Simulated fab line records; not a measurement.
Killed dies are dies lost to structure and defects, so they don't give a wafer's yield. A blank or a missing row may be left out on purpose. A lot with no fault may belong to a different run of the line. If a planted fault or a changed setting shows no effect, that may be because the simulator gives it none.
fab line records | flow sky130
record lots=5 | wafers=15 | last-day=49
route steps=708 shown LDD_P@264 LDD_HVN@267 LDD_HVP@278 LDD_LDN@289 SPACER@304 PAD_OPEN@708
lots that met no fault: taken from a fault-free run of the same line
start-h: hours from the record's first day to the start of the lot's first wafer shown | wait-h: hours elapsed since this lot's preceding step | " as in the row above | L1.1+2: several wafers, shown together as one row | - value missing, or start not given | * or withheld: withheld | < > ~ a bound
route shown NAME@n: names a module that has steps shown in the file, with the first one's number in the route | usual: mean/standard deviation of fault-free wafers | same: alike in all rows | chamber/n: place in a boat | sites: each site's reading | _std_site: how widely they spread, as a standard deviation | _edge_site: outer sites' mean less inner sites' | radius-mm: for every site, how far away it sits from the centre of the wafer | mask NAME#n: copy n | behind: the most recent tool/chamber to have shaped the wafer | hold: what put the lot on hold/how long, in hours/how the hold closed | device: the transistor (n, p or np) that didn't switch | end of line: at the end of the route, the tests of the same wafers | where a step has no rows: the recipe by itself | killed: count of dies lost to structure and defects at first sort (not the wafer's yield) | map: shows each die of a wafer: x if killed, . if not, _ if none is there
set.NAME: the setting the step ran with; set.NAME@STEP: the setting that earlier step ran with | model.NAME: the simulator's own value behind a step, which no gauge read
lots at selected steps of the route; one table per step, one row per wafer
services: the hour from which a tool's chamber was out of use, counted from the record's first day as start-h (under 0 if before that day), plus the number of hours and why
## steps
# step SKY_LDD_P_IMPLANT_09
# recipe species=BF2 | energy-kev=25 | dose-cm2=1e+13 | tilt-deg=withheld
# step SKY_LDD_P_STRIP_10
# recipe chemistry=O2/N2 | power-w=1400 | pressure-mtorr=1500 | platen-temp-c=withheld | o2-flow-sccm=3000 | n2-flow-sccm=300 | overash-fraction=0.5
# usual drypump-motor-current-A=5.7/0.32 | oes-product-au=0.715/0.0044 | strip-time-to-endpoint-s=14.18/0.036
lot.wafer | tool            | chamber | start-h | wait-h | drypump-motor-current-A | oes-product-au | rf-hours-counter-h | strip-time-to-endpoint-s
L782.1    | plasma-asher-01 | 1       | 417.76  | 0.1    | 5.7                     | 0.711          | 59                 | 14.19
L782.2    | "               | 0       | "       | "      | 6.0                     | 0.722          | 59                 | 14.19
L782.3    | "               | 0       | "       | "      | 6.0                     | 0.712          | -                  | 14.17
L787.2    | plasma-asher-02 | 1       | 468.36  | 0.1    | 6.0                     | 0.718          | 4                  | 14.16
L787.3    | "               | 1       | "       | "      | 6.0                     | 0.710          | -                  | 14.10
L787.4    | "               | 0       | "       | "      | 5.1                     | 0.711          | -                  | 14.10
L791.1    | plasma-asher-02 | 0       | 539.89  | 0.1    | 5.1                     | 0.710          | 11                 | 14.16
L791.3    | "               | 1       | "       | "      | 6.0                     | 0.720          | -                  | 14.17
L791.5    | "               | 1       | "       | "      | 6.0                     | 0.714          | -                  | 14.16
L793.2    | plasma-asher-02 | 0       | 547.25  | 0.1    | 5.1                     | 0.714          | 12                 | 14.13
L793.3    | "               | 1       | "       | "      | 6.0                     | 0.713          | -                  | 14.12
L793.6    | "               | 0       | "       | "      | 5.2                     | 0.722          | -                  | 14.09
L802.4    | plasma-asher-01 | 0       | 609.32  | 0.1    | 6.0                     | 0.712          | -                  | 14.27
L802.5    | "               | 0       | "       | "      | 6.0                     | 0.711          | -                  | 14.23
L802.6    | "               | 1       | "       | "      | 5.7                     | 0.718          | -                  | 14.27
# step SKY_LDD_P_TW_MEAS_11
# usual LDD_P_TW=632/6.4
lot.wafer | tool          | chamber | start-h | wait-h | LDD_P_TW
L782.1    | film-metro-03 | -       | 417.86  | 0.1    | 635
L782.2    | "             | -       | "       | "      | 633
L782.3    | "             | -       | "       | "      | 631
L787.2    | film-metro-03 | -       | 468.47  | 0.1    | 632
L787.3    | "             | -       | "       | "      | 629
L787.4    | "             | -       | "       | "      | 630
L791.1    | film-metro-03 | -       | 539.99  | 0.1    | 634
L791.3    | "             | -       | "       | "      | 637
L791.5    | "             | -       | "       | "      | 636
L793.2    | film-metro-03 | -       | 547.36  | 0.1    | 634
L793.3    | "             | -       | "       | "      | 638
L793.6    | "             | -       | "       | "      | 635
L802.4    | film-metro-02 | -       | 609.42  | 0.1    | 628
L802.5    | "             | -       | "       | "      | 622
L802.6    | "             | -       | "       | "      | 621
# step SKY_LDD_HVN_DEHYDRATE_00
# recipe temp-c=200 | time-s=60
# step SKY_LDD_HVN_HMDS_01
# recipe prime-time-s=60 | prime-temp-c=120
# step SKY_LDD_HVN_COAT_02
# recipe resist=NOVOLAK | spin-rpm=3000 | resist-thk-nm=300
# step SKY_LDD_HVN_SOFTBAKE_03
# recipe temp-c=90 | time-s=60 | resist=NOVOLAK
# step SKY_LDD_HVN_EXPOSE_04
# recipe mask-id=HVNTM | na=0.6 | source-shape=conventional | sigma-outer=0.6 | polarization=unpolarized | target-cd-nm=700 | dose-mj=127
# step SKY_LDD_HVN_PEB_05
# recipe temp-c=withheld | time-s=* | resist=NOVOLAK
# step SKY_LDD_HVN_DEVELOP_06
# recipe resist=NOVOLAK | developer=TMAH | develop-time-s=60 | dev-temp-c=23
# step SKY_LDD_HVN_OVL_MEAS_07
# usual LDD_HVN_OVL=0.7/1.3
lot.wafer | tool       | chamber | start-h | wait-h | LDD_HVN_OVL[nm]
L782.1    | overlay-01 | -       | 447.43  | 0.1    | 0.2
L782.2    | "          | -       | "       | "      | -1.2
L782.3    | "          | -       | "       | "      | -1.1
L787.2    | overlay-01 | -       | 499.14  | 0.1    | 0.1
L787.3    | "          | -       | "       | "      | -0.2
L787.4    | "          | -       | "       | "      | -0.1
L791.1    | overlay-01 | -       | 569.23  | 0.1    | 1.2
L791.3    | "          | -       | "       | "      | 1.8
L791.5    | "          | -       | "       | "      | 2.2
L793.2    | overlay-01 | -       | 576.81  | 0.1    | 3.0
L793.3    | "          | -       | "       | "      | 1.5
L793.6    | "          | -       | "       | "      | 1.3
L802.4    | overlay-01 | -       | 637.64  | 0.1    | 2.4
L802.5    | "          | -       | "       | "      | 2.2
L802.6    | "          | -       | "       | "      | 2.2
# step SKY_LDD_HVN_IMPLANT_08
# recipe species=P | energy-kev=60 | dose-cm2=3e+13 | tilt-deg=40
# step SKY_LDD_HVN_STRIP_09
# recipe chemistry=O2/N2 | power-w=1400 | pressure-mtorr=1500 | platen-temp-c=withheld | o2-flow-sccm=3000 | n2-flow-sccm=300 | overash-fraction=0.5
# usual drypump-motor-current-A=5.8/0.51 | oes-product-au=0.408/0.0045 | strip-time-to-endpoint-s=4.130/0.013
lot.wafer | tool            | chamber | start-h | wait-h | drypump-motor-current-A | oes-product-au | rf-hours-counter-h | strip-time-to-endpoint-s
L782.1    | plasma-asher-04 | 0       | 447.62  | 0.1    | 6.1                     | 0.404          | 75                 | 4.108
L782.2    | "               | 1       | "       | "      | 5.4                     | 0.411          | 75                 | 4.134
L782.3    | "               | 1       | "       | "      | 5.4                     | 0.408          | -                  | 4.111
L787.2    | plasma-asher-04 | 0       | 499.32  | 0.1    | 6.1                     | 0.407          | 80                 | 4.149
L787.3    | "               | 1       | "       | "      | 5.4                     | 0.408          | -                  | 4.133
L787.4    | "               | 0       | "       | "      | 6.1                     | 0.404          | -                  | 4.116
L791.1    | plasma-asher-04 | 0       | 569.42  | 0.1    | 6.1                     | 0.409          | 88                 | 4.134
L791.3    | "               | 0       | "       | "      | 6.1                     | 0.403          | -                  | 4.146
L791.5    | "               | 1       | "       | "      | 5.4                     | 0.403          | -                  | 4.131
L793.2    | plasma-asher-02 | 0       | 576.99  | 0.1    | 5.2                     | 0.412          | 14                 | 4.128
L793.3    | "               | 1       | "       | "      | 6.1                     | 0.411          | -                  | 4.114
L793.6    | "               | 1       | "       | "      | 6.0                     | 0.405          | -                  | 4.141
L802.4    | plasma-asher-02 | 1       | 637.84  | 0.1    | 6.0                     | 0.407          | -                  | 4.124
L802.5    | "               | 1       | "       | "      | 6.0                     | 0.405          | -                  | 4.147
L802.6    | "               | 0       | "       | "      | 5.2                     | 0.404          | -                  | 4.131
# step SKY_LDD_HVN_TW_MEAS_10
# usual LDD_HVN_TW=1421/8.8
lot.wafer | tool          | chamber | start-h | wait-h | LDD_HVN_TW
L782.1    | film-metro-02 | -       | 447.72  | 0.1    | 1417
L782.2    | "             | -       | "       | "      | 1420
L782.3    | "             | -       | "       | "      | 1424
L787.2    | film-metro-03 | -       | 499.43  | 0.1    | 1427
L787.3    | "             | -       | "       | "      | 1430
L787.4    | "             | -       | "       | "      | 1432
L791.1    | film-metro-01 | -       | 569.52  | 0.1    | 1434
L791.3    | "             | -       | "       | "      | 1417
L791.5    | "             | -       | "       | "      | 1426
L793.2    | film-metro-03 | -       | 577.10  | 0.1    | 1423
L793.3    | "             | -       | "       | "      | 1422
L793.6    | "             | -       | "       | "      | 1424
L802.4    | film-metro-01 | -       | 637.94  | 0.1    | 1431
L802.5    | "             | -       | "       | "      | 1423
L802.6    | "             | -       | "       | "      | 1432
# step SKY_LDD_HVP_DEHYDRATE_00
# recipe temp-c=200 | time-s=60
# step SKY_LDD_HVP_HMDS_01
# recipe prime-time-s=60 | prime-temp-c=120
# step SKY_LDD_HVP_COAT_02
# recipe resist=NOVOLAK | spin-rpm=3000 | resist-thk-nm=300
# step SKY_LDD_HVP_SOFTBAKE_03
# recipe temp-c=90 | time-s=60 | resist=NOVOLAK
# step SKY_LDD_HVP_EXPOSE_04
# recipe mask-id=HVPTM | na=0.6 | source-shape=conventional | sigma-outer=0.6 | polarization=unpolarized | target-cd-nm=700 | dose-mj=86
# step SKY_LDD_HVP_PEB_05
# recipe temp-c=withheld | time-s=* | resist=NOVOLAK
# step SKY_LDD_HVP_DEVELOP_06
# recipe resist=NOVOLAK | developer=TMAH | develop-time-s=60 | dev-temp-c=23
# step SKY_LDD_HVP_OVL_MEAS_07
# usual LDD_HVP_OVL=-0.9/1.5
lot.wafer | tool       | chamber | start-h | wait-h | LDD_HVP_OVL[nm]
L782.1    | overlay-02 | -       | 478.35  | 0.1    | -3.1
L782.2    | "          | -       | "       | "      | -1.7
L782.3    | "          | -       | "       | "      | -4.0
L787.2    | overlay-01 | -       | 529.76  | 0.1    | 2.4
L787.3    | "          | -       | "       | "      | 2.6
L787.4    | "          | -       | "       | "      | 2.3
L791.1    | overlay-02 | -       | 598.28  | 0.1    | 0.2
L791.3    | "          | -       | "       | "      | -0.3
L791.5    | "          | -       | "       | "      | -1.3
L793.2    | overlay-01 | -       | 606.49  | 0.1    | -0.8
L793.3    | "          | -       | "       | "      | -1.2
L793.6    | "          | -       | "       | "      | -1.1
L802.4    | overlay-02 | -       | 665.97  | 0.1    | -1.9
L802.5    | "          | -       | "       | "      | -0.6
L802.6    | "          | -       | "       | "      | -2.2
# step SKY_LDD_HVP_IMPLANT_08
# recipe species=B | energy-kev=20 | dose-cm2=1.7e+13 | tilt-deg=17.9
# step SKY_LDD_HVP_STRIP_09
# recipe chemistry=O2/N2 | power-w=1400 | pressure-mtorr=1500 | platen-temp-c=withheld | o2-flow-sccm=3000 | n2-flow-sccm=300 | overash-fraction=0.5
# usual drypump-motor-current-A=6.0/0.51 | oes-product-au=0.409/0.0046 | strip-time-to-endpoint-s=4.136/0.013
lot.wafer | tool            | chamber | start-h | wait-h | drypump-motor-current-A | oes-product-au | rf-hours-counter-h | strip-time-to-endpoint-s
L782.1    | plasma-asher-02 | 0       | 478.54  | 0.1    | 5.1                     | 0.414          | 5                  | 4.136
L782.2    | "               | 1       | "       | "      | 6.0                     | 0.410          | 5                  | 4.151
L782.3    | "               | 0       | "       | "      | 5.2                     | 0.409          | -                  | 4.151
L787.2    | plasma-asher-01 | 0       | 529.94  | 0.1    | 5.9                     | 0.409          | 70                 | 4.140
L787.3    | "               | 1       | "       | "      | 5.7                     | 0.410          | -                  | 4.143
L787.4    | "               | 0       | "       | "      | 6.0                     | 0.407          | -                  | 4.131
L791.1    | plasma-asher-01 | 1       | 598.47  | 0.1    | 5.7                     | 0.408          | 77                 | 4.111
L791.3    | "               | 1       | "       | "      | 5.7                     | 0.412          | -                  | 4.143
L791.5    | "               | 1       | "       | "      | 5.7                     | 0.406          | -                  | 4.135
L793.2    | plasma-asher-01 | 0       | 606.67  | 0.1    | 6.0                     | 0.410          | 78                 | 4.105
L793.3    | "               | 0       | "       | "      | 5.9                     | 0.407          | -                  | 4.111
L793.6    | "               | 1       | "       | "      | 5.7                     | 0.403          | -                  | 4.120
L802.4    | plasma-asher-03 | 1       | 666.17  | 0.1    | 6.7                     | 0.410          | -                  | 4.154
L802.5    | "               | 1       | "       | "      | 6.7                     | 0.413          | -                  | 4.147
L802.6    | "               | 0       | "       | "      | 6.7                     | 0.395          | -                  | 4.126
# step SKY_LDD_HVP_TW_MEAS_10
# usual LDD_HVP_TW=457/5.2
lot.wafer | tool          | chamber | start-h | wait-h | LDD_HVP_TW
L782.1    | film-metro-03 | -       | 478.64  | 0.1    | 450
L782.2    | "             | -       | "       | "      | 450
L782.3    | "             | -       | "       | "      | 453
L787.2    | film-metro-01 | -       | 530.05  | 0.1    | 450
L787.3    | "             | -       | "       | "      | 449
L787.4    | "             | -       | "       | "      | 450
L791.1    | film-metro-04 | -       | 598.57  | 0.1    | 458
L791.3    | "             | -       | "       | "      | 461
L791.5    | "             | -       | "       | "      | 460
L793.2    | film-metro-01 | -       | 606.78  | 0.1    | 453
L793.3    | "             | -       | "       | "      | 452
L793.6    | "             | -       | "       | "      | 448
L802.4    | film-metro-01 | -       | 666.27  | 0.1    | 451
L802.5    | "             | -       | "       | "      | 450
L802.6    | "             | -       | "       | "      | 450
# step SKY_LDD_LDN_DEHYDRATE_00
# recipe temp-c=200 | time-s=60
# step SKY_LDD_LDN_HMDS_01
# recipe prime-time-s=60 | prime-temp-c=120
# step SKY_LDD_LDN_COAT_02
# recipe resist=NOVOLAK | spin-rpm=3000 | resist-thk-nm=1140
# step SKY_LDD_LDN_SOFTBAKE_03
# recipe temp-c=90 | time-s=60 | resist=NOVOLAK
# step SKY_LDD_LDN_EXPOSE_04
# recipe mask-id=LDNTM | na=0.6 | source-shape=conventional | sigma-outer=0.6 | polarization=unpolarized | target-cd-nm=700 | dose-mj=140
# step SKY_LDD_LDN_PEB_05
# recipe temp-c=withheld | time-s=* | resist=NOVOLAK
# step SKY_LDD_LDN_DEVELOP_06
# recipe resist=NOVOLAK | developer=TMAH | develop-time-s=60 | dev-temp-c=23
# step SKY_LDD_LDN_OVL_MEAS_07
# usual LDD_LDN_OVL=-0.1/1.4
lot.wafer | tool       | chamber | start-h | wait-h | LDD_LDN_OVL[nm]
L782.1    | overlay-01 | -       | 509.50  | 0.1    | 2.8
L782.2    | "          | -       | "       | "      | 1.6
L782.3    | "          | -       | "       | "      | 2.4
L787.2    | overlay-02 | -       | 558.83  | 0.1    | -1.8
L787.3    | "          | -       | "       | "      | -3.0
L787.4    | "          | -       | "       | "      | -1.2
L791.1    | overlay-02 | -       | 626.85  | 0.1    | -0.5
L791.3    | "          | -       | "       | "      | 0.4
L791.5    | "          | -       | "       | "      | -0.2
L793.2    | overlay-01 | -       | 635.45  | 0.1    | 2.0
L793.3    | "          | -       | "       | "      | 2.7
L793.6    | "          | -       | "       | "      | 1.8
L802.4    | overlay-01 | -       | 694.18  | 0.1    | -0.2
L802.5    | "          | -       | "       | "      | -1.2
L802.6    | "          | -       | "       | "      | 0.4
# step SKY_LDD_LDN_IMPLANT_08
# recipe species=As | energy-kev=15 | dose-cm2=1.25e+13 | tilt-deg=withheld | rotation-deg=23
# step SKY_LDD_LDN_IMPLANT_09
# recipe species=As | energy-kev=15 | dose-cm2=1.25e+13 | tilt-deg=withheld | rotation-deg=113
# step SKY_LDD_LDN_IMPLANT_10
# recipe species=As | energy-kev=15 | dose-cm2=1.25e+13 | tilt-deg=withheld | rotation-deg=203
# step SKY_LDD_LDN_IMPLANT_11
# recipe species=As | energy-kev=15 | dose-cm2=1.25e+13 | tilt-deg=withheld | rotation-deg=293
# step SKY_LDD_LDN_STRIP_12
# recipe chemistry=O2/N2 | power-w=1400 | pressure-mtorr=1500 | platen-temp-c=withheld | o2-flow-sccm=3000 | n2-flow-sccm=300 | overash-fraction=0.5
# usual drypump-motor-current-A=6.2/0.53 | oes-product-au=0.715/0.0049 | strip-time-to-endpoint-s=14.17/0.043
lot.wafer | tool            | chamber | start-h | wait-h | drypump-motor-current-A | oes-product-au | rf-hours-counter-h | strip-time-to-endpoint-s
L782.1    | plasma-asher-03 | 0       | 510.13  | 0.1    | 6.7                     | 0.724          | 38                 | 14.15
L782.2    | "               | 1       | "       | "      | 6.7                     | 0.709          | 38                 | 14.18
L782.3    | "               | 0       | "       | "      | 6.7                     | 0.712          | -                  | 14.15
L787.2    | plasma-asher-03 | 0       | 559.46  | 0.1    | 6.8                     | 0.710          | 43                 | 14.16
L787.3    | "               | 1       | "       | "      | 6.7                     | 0.706          | -                  | 14.13
L787.4    | "               | 0       | "       | "      | 6.8                     | 0.719          | -                  | 14.12
L791.1    | plasma-asher-01 | 0       | 627.48  | 0.1    | 6.0                     | 0.716          | 80                 | 14.16
L791.3    | "               | 1       | "       | "      | 5.7                     | 0.715          | -                  | 14.17
L791.5    | "               | 0       | "       | "      | 5.9                     | 0.709          | -                  | 14.17
L793.2    | plasma-asher-03 | 0       | 636.08  | 0.1    | 6.7                     | 0.710          | 50                 | 14.15
L793.3    | "               | 1       | "       | "      | 6.7                     | 0.700          | -                  | 14.13
L793.6    | "               | 0       | "       | "      | 6.7                     | 0.716          | -                  | 14.18
L802.4    | plasma-asher-01 | 0       | 694.83  | 0.1    | 6.0                     | 0.719          | -                  | 14.26
L802.5    | "               | 1       | "       | "      | 5.7                     | 0.723          | -                  | 14.24
L802.6    | "               | 0       | "       | "      | 6.0                     | 0.716          | -                  | 14.28
# step SKY_LDD_LDN_TW_MEAS_13
# usual LDD_LDN_TW=1477/24
lot.wafer | tool          | chamber | start-h | wait-h | LDD_LDN_TW
L782.1    | film-metro-04 | -       | 510.23  | 0.1    | 1507
L782.2    | "             | -       | "       | "      | 1503
L782.3    | "             | -       | "       | "      | 1495
L787.2    | film-metro-02 | -       | 559.57  | 0.1    | 1453
L787.3    | "             | -       | "       | "      | 1459
L787.4    | "             | -       | "       | "      | 1450
L791.1    | film-metro-02 | -       | 627.58  | 0.1    | 1455
L791.3    | "             | -       | "       | "      | 1453
L791.5    | "             | -       | "       | "      | 1448
L793.2    | film-metro-01 | -       | 636.19  | 0.1    | 1473
L793.3    | "             | -       | "       | "      | 1468
L793.6    | "             | -       | "       | "      | 1468
L802.4    | film-metro-02 | -       | 694.92  | 0.1    | 1446
L802.5    | "             | -       | "       | "      | 1456
L802.6    | "             | -       | "       | "      | 1461
# step SKY_LDD_LDN_CLEAN_14
# recipe chemistry=SC1/SC2 | mix=1:4:20 | temp-c=70 | time-s=150 | dry=n2-spin
# step SKY_SPACER_CVD_00
# recipe material=Si3N4 | precursor=DCS/NH3 | target-thk-nm=43.1 | temp-c=770 | time-s=740 | pressure-mtorr=250
# step SKY_SPACER_THK_MEAS_01
# recipe reads=Si3N4_of_SPACER_CVD_00
# usual SPACER_CVD_00_THK=43.47/0.29
lot.wafer | tool          | chamber | start-h | wait-h | SPACER_CVD_00_THK[nm]
L782.1    | film-metro-04 | -       | 511.55  | 0.0    | 43.89
L782.2    | "             | -       | "       | "      | 43.67
L782.3    | "             | -       | "       | "      | 43.34
L787.2    | film-metro-03 | -       | 560.88  | 0.0    | 43.70
L787.3    | "             | -       | "       | "      | 43.71
L787.4    | "             | -       | "       | "      | 43.52
L791.1    | film-metro-03 | -       | 631.89  | 0.0    | 43.08
L791.3    | "             | -       | "       | "      | 43.38
L791.5    | "             | -       | "       | "      | 43.67
L793.2    | film-metro-03 | -       | 637.51  | 0.0    | 43.35
L793.3    | "             | -       | "       | "      | 42.99
L793.6    | "             | -       | "       | "      | 42.98
L802.4    | film-metro-02 | -       | 696.24  | 0.0    | 43.71
L802.5    | "             | -       | "       | "      | 43.88
L802.6    | "             | -       | "       | "      | 43.98
# step SKY_PAD_OPEN_PROBE_99
# usual killed_at_M0_to_M3=44/7.2 | killed_at_M4_up=3.1/1.8 | killed-at-contacts=24/4.5 | killed-at-front-end=16/4.4 | killed-at-other=0.2/0.42 | killed-dies=87/8.9 | killed-open=48/6.4 | killed-short=39/6.2
# same gross-dies=492 | killed-at-back-side=0
lot.wafer | tool      | chamber | start-h | wait-h | killed_at_M0_to_M3 | killed_at_M4_up | killed-at-contacts | killed-at-front-end | killed-at-other | killed-dies | killed-open | killed-short
L787.2    | prober-02 | -       | 1088.36 | 0.1    | 56                 | 4               | 27                 | 16                  | 0               | 103         | 55          | 48
L787.3    | prober-02 | -       | 1088.41 | 0.2    | 43                 | 3               | 22                 | 14                  | 0               | 82          | 49          | 33
L787.4    | prober-02 | -       | 1088.46 | 0.2    | 51                 | 0               | 24                 | 18                  | 1               | 94          | 61          | 33
L791.1    | prober-02 | -       | 1137.74 | 0.1    | 53                 | 2               | 29                 | 15                  | 0               | 99          | 56          | 43
L791.3    | prober-02 | -       | 1137.84 | 0.2    | 53                 | 4               | 30                 | 12                  | 1               | 100         | 50          | 50
L791.5    | prober-02 | -       | 1137.94 | 0.2    | 45                 | 2               | 24                 | 15                  | 0               | 86          | 45          | 41
L793.2    | prober-02 | -       | 1139.36 | 0.1    | 42                 | 2               | 23                 | 17                  | 0               | 84          | 45          | 39
L793.3    | prober-02 | -       | 1139.41 | 0.2    | 47                 | 2               | 22                 | 21                  | 0               | 92          | 54          | 38
L793.6    | prober-02 | -       | 1139.56 | 0.2    | 57                 | 7               | 25                 | 18                  | 0               | 107         | 56          | 51
L802.6    | prober-01 | -       | 1177.59 | 0.2    | 35                 | 3               | 18                 | 82                  | 0               | 138         | 32          | 39
# killed by level:class
L787.2 VIA1:geometric-particle:open=12 CONTACT:geometric-particle:open=9 VIA2:geometric-particle:open=8 METAL1:geometric-particle:short=7 VIA1:geometric-particle:short=7 VIA3:geometric-particle:open=7 LI_CONTACT:geometric-particle:open=6 LOCAL_INTERCONNECT:geometric-particle:short=5
L787.3 VIA1:geometric-particle:open=9 VIA1:geometric-particle:short=7 CONTACT:geometric-particle:short=7 CONTACT:geometric-particle:open=7 VIA3:geometric-particle:open=7 FIELD_ISO:geometric-particle:open=5 LI_CONTACT:geometric-particle:open=4 LOCAL_INTERCONNECT:geometric-particle:short=4
L787.4 CONTACT:geometric-particle:open=15 VIA1:geometric-particle:open=15 VIA3:geometric-particle:open=8 FIELD_ISO:geometric-particle:open=7 FIELD_ISO:geometric-particle:short=5 METAL1:geometric-particle:short=5 LI_CONTACT:geometric-particle:open=4 VIA2:geometric-particle:short=4
L791.1 VIA1:geometric-particle:open=15 CONTACT:geometric-particle:open=10 METAL1:geometric-particle:short=8 LI_CONTACT:geometric-particle:open=7 VIA1:geometric-particle:short=7 FIELD_ISO:geometric-particle:open=6 FIELD_ISO:geometric-particle:short=5 METAL2:geometric-particle:short=5
L791.3 VIA1:geometric-particle:open=11 VIA2:geometric-particle:open=10 CONTACT:geometric-particle:open=10 LOCAL_INTERCONNECT:geometric-particle:short=7 VIA1:geometric-particle:short=7 VIA2:geometric-particle:short=7 METAL1:geometric-particle:short=6 LI_CONTACT:geometric-particle:open=5
L791.5 METAL2:geometric-particle:short=9 VIA1:geometric-particle:open=8 POLY_GATE:geometric-particle:open=7 CONTACT:geometric-particle:short=7 LI_CONTACT:geometric-particle:open=6 CONTACT:geometric-particle:open=6 METAL1:geometric-particle:short=6 VIA3:geometric-particle:open=6
L793.2 CONTACT:geometric-particle:open=12 VIA1:geometric-particle:open=11 VIA1:geometric-particle:short=9 VIA3:geometric-particle:short=5 FIELD_ISO:geometric-particle:open=4 FIELD_ISO:geometric-particle:short=4 LOCAL_INTERCONNECT:geometric-particle:short=4 VIA3:geometric-particle:open=4
L793.3 VIA1:geometric-particle:open=11 CONTACT:geometric-particle:open=9 VIA3:geometric-particle:open=8 CONTACT:geometric-particle:short=8 FIELD_ISO:geometric-particle:open=6 METAL2:geometric-particle:short=6 POLY_GATE:geometric-particle:open=5 VIA2:geometric-particle:open=5
L793.6 VIA1:geometric-particle:open=14 VIA1:geometric-particle:short=11 CONTACT:geometric-particle:open=10 POLY_GATE:geometric-particle:open=7 METAL2:geometric-particle:short=7 LI_CONTACT:geometric-particle:open=6 VIA3:geometric-particle:short=6 VIA3:geometric-particle:open=6
L802.6 LDD_HVN:unspecified=67 VIA1:geometric-particle:open=7 CONTACT:geometric-particle:short=6 METAL2:geometric-particle:short=6 VIA2:geometric-particle:open=5 METAL1:geometric-particle:short=5 LI_CONTACT:geometric-particle:open=4 CONTACT:geometric-particle:open=4
# map L802.6 (x killed, . not)
__________....xx...._________
________..xx.........._______
______.....x.........x.._____
_____..xx.x..x...x.....x.____
____...x..............xx..___
___.....x..x...x..x.x......__
__......x..x.x.............._
_x.x...............xx........
_x........x..........x.....xx
_.....x.x...x.............x..
_.......x.................x..
_.x.......x..xx.............x
_....x..xxxxx.xxx.......x....
_x....x.xxxxxxxxx.x.....x....
_..x.xxxxxxxxxxxx............
__....xxxxxxxxxxxx.x....x.x._
___.xxx.xxxxxxxx...........__
____....xxxxxxx.x...x.x...___
_____xx..xxxxxxxxx...x...____
______xx..xxxx.........._____
________x..........xx._______
__________xx........_________
# map L793.6 (x killed, . not)
__________......x.xx_________
________..x.xx..x...x._______
______.....x......x....._____
_____...xxx..x.x..xx.x...____
____.......x..xx.....x....___
___....x........x.x..x..x..__
__...x.x......x..xxx...x..xx_
_.x...............xxxx.......
_..xx...xx..x...x.........x..
_.....x...............x......
_..x..x.......x..x.xx.......x
_...x..x..........x..........
_.x.....xx......x....x.x.....
_x....xxx..xxxx..x...........
_....xx.x......x...........x.
__x.....x........xx.x......._
___..xxx........xx.....x.x.__
____....x..........x....x.___
_____.xx...xx........x...____
______..x............x.._____
________.x....x.....x._______
__________x....x...._________
## services
tool            | chamber | start-h | hours | kind
plasma-asher-02 | -       | 398.63  | 1.1   | repair
plasma-asher-01 | -       | 417.94  | 3.0   | repair
plasma-asher-02 | -       | 421.25  | 9.0   | pm
plasma-asher-02 | 0       | 421.25  | 9.0   | vent-cycle
plasma-asher-02 | 1       | 421.25  | 9.0   | vent-cycle
plasma-asher-02 | 0       | 430.25  | -     | clean
plasma-asher-02 | 1       | 430.25  | -     | clean
plasma-asher-04 | -       | 431.31  | 3.4   | repair
plasma-asher-03 | -       | 595.22  | 1.7   | repair
plasma-asher-04 | -       | 601.69  | 2.1   | repair
plasma-asher-04 | -       | 637.37  | 14.6  | pm
plasma-asher-03 | -       | 649.19  | 14.6  | pm
plasma-asher-02 | -       | 665.06  | 1.4   | repair
plasma-asher-03 | -       | 673.57  | 10.2  | repair
plasma-asher-02 | -       | 678.59  | 1.4   | repair
## key
first-sign step=SKY_PAD_OPEN_PROBE_99 | reading=killed-at-front-end | direction=up | sigmas=15 | usual=16 | struck=82
effect step=SKY_PAD_OPEN_PROBE_99 | reading=killed-dies | direction=up | sigmas=5.7 | usual=87 | struck=138
met-at SKY_LDD_HVN_STRIP_09
struck-wafers L802.6
tester-left-out L802
onset-between 576.99 637.84
fault kind=chamber-particle-source | tool=plasma-asher-02 | chamber=0 | onset-h=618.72 | steps=SKY_LDD_HVN_STRIP_09 | rate-per-visit-cm2=2.2441 | end-h=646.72
# tester-left-out: of these lots the tester's yield and bins aren't shown, on N5 and GAA mostly nor the transistor test; their killed dies are dies lost to structure and defects alone, not to doping, threshold or leakage, so they don't give the yield
